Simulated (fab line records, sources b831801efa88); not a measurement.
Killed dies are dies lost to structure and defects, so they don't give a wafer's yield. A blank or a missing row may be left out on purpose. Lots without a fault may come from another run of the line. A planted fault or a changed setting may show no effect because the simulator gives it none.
Which tool did it? | flow sky130 | 14 lots, 42 wafers sampled, at 3 steps of a route of 708

WHAT THE GAUGES READ, wafer by wafer
SKY_VT_ADJUST_LVTN_OVL_MEAS_18.
lot  | measured     | on         | VT_ADJUST_LVTN_01_OVL (nm)
L189 | day 7 19:35  | overlay-02 | -2.1 -1.5 -2.2
L188 | day 7 19:53  | overlay-02 | -1.6 0.3 -0.7
L190 | day 8 10:13  | overlay-02 | -2.5 -1.2 -3.1
L191 | day 8 11:49  | overlay-01 | -1.5 -0.5 -1.7
L192 | day 8 23:24  | overlay-01 | -0.2 -0.2 -3.8
L193 | day 9 02:40  | overlay-02 | 0.4 1.3 0.1
L194 | day 9 06:04  | overlay-02 | -2.3 -2.0 -2.3
L195 | day 9 10:41  | overlay-02 | -2.3 -1.9 -0.1
L201 | day 11 08:16 | overlay-02 | 0.2 2.2 -1.2
L203 | day 11 19:25 | overlay-02 | -1.4 -1.2 0.1
L208 | day 13 12:46 | overlay-01 | -1.4 -1.6 -0.8
L209 | day 14 04:22 | overlay-01 | 2.4 1.9 3.6
L211 | day 14 17:04 | overlay-01 | 0.9 2.4 1.1
L210 | day 14 18:07 | overlay-02 | -2.3 -0.9 -2.5

SKY_VT_ADJUST_HVTR_CD_MEAS_07: target cd 380 nm.
lot  | measured     | on        | cd_nm (nm)
L189 | day 9 11:59  | cd_sem-01 | 377 380 381
L188 | day 9 13:29  | cd_sem-01 | 382 383 382
L190 | day 10 03:32 | cd_sem-02 | 377 373 375
L191 | day 10 05:39 | cd_sem-02 | 382 378 379
L192 | day 10 18:51 | cd_sem-01 | 383 380 381
L193 | day 10 22:17 | cd_sem-02 | 382 383 381
L194 | day 11 02:19 | cd_sem-02 | 374 374 374
L195 | day 11 05:43 | cd_sem-02 | 387 384 385
L201 | day 13 08:46 | cd_sem-01 | 383 380 382
L203 | day 13 20:43 | cd_sem-01 | 383 384 381
L208 | day 15 17:58 | cd_sem-01 | 373 376 375
L209 | day 16 11:41 | cd_sem-01 | 380 381 379
L211 | day 17 01:04 | cd_sem-01 | 382 383 378
L210 | day 17 01:44 | cd_sem-02 | 378 380 379

SKY_SONOS_TUNNEL_TW_MEAS_12.
lot  | measured     | on            | SONOS_TUNNEL_TW
L189 | day 11 08:32 | film_metro-03 | 199.9 199.7 199.4
L188 | day 11 10:46 | film_metro-04 | 200.2 201.0 200.0
L190 | day 12 03:38 | film_metro-04 | 200.1 200.2 198.8
L191 | day 12 04:28 | film_metro-01 | 198.2 198.4 197.7
L192 | day 12 18:47 | film_metro-03 | 199.6 198.5 199.8
L193 | day 12 22:38 | film_metro-01 | 198.1 197.2 196.8
L194 | day 13 03:56 | film_metro-01 | 198.0 198.4 199.3
L195 | day 13 07:03 | film_metro-03 | 197.5 197.7 198.3
L201 | day 15 13:56 | film_metro-04 | 201.4 201.6 201.2
L203 | day 16 03:46 | film_metro-03 | 198.7 198.8 197.9
L208 | day 18 04:10 | film_metro-01 | 198.6 199.2 198.5
L209 | day 18 23:43 | film_metro-01 | 198.0 198.2 198.7
L211 | day 19 13:26 | film_metro-04 | 199.3 200.2 199.3
L210 | day 19 14:32 | film_metro-01 | 199.0 199.4 198.1

WHICH TOOL RAN EACH LOT (tool, then ch and the chambers of the sampled wafers, then the start)
The record holds no process step before these readings.

WHAT THE TOOLS THEMSELVES READ (means of the sampled wafers that have a number; where no wafer has one, the mark that the record gives instead)
The record holds no such reading with a usual standard deviation.

THE ANSWER, worked out from the rows above alone
Rule: what is usual is taken from the lots themselves. Put in order of their means at a reading, lots are off if they are a third of the lots or fewer, leave a main group of 4 or more, and stand apart from it by a gap of 3 or more times the standard deviation of the main group's means; of several such gaps the widest counts. A main group whose means are all the same, to the digits that the tables above print for the reading, isn't used. A lot without any number at a reading at which 4 lots or more have one is off too. The other lots that the step has rows for count as sound. The gauges are gone through in route order, then the tools' own readings, and for those a lot's mean is taken as printed above. The first step at which some lot is off is used, and at that step the reading that is off furthest; a lot without a number counts as furthest.
No lot is off at any reading shown: from this, nothing can be told.

WHAT THE SIMULATOR HAD PUT IN
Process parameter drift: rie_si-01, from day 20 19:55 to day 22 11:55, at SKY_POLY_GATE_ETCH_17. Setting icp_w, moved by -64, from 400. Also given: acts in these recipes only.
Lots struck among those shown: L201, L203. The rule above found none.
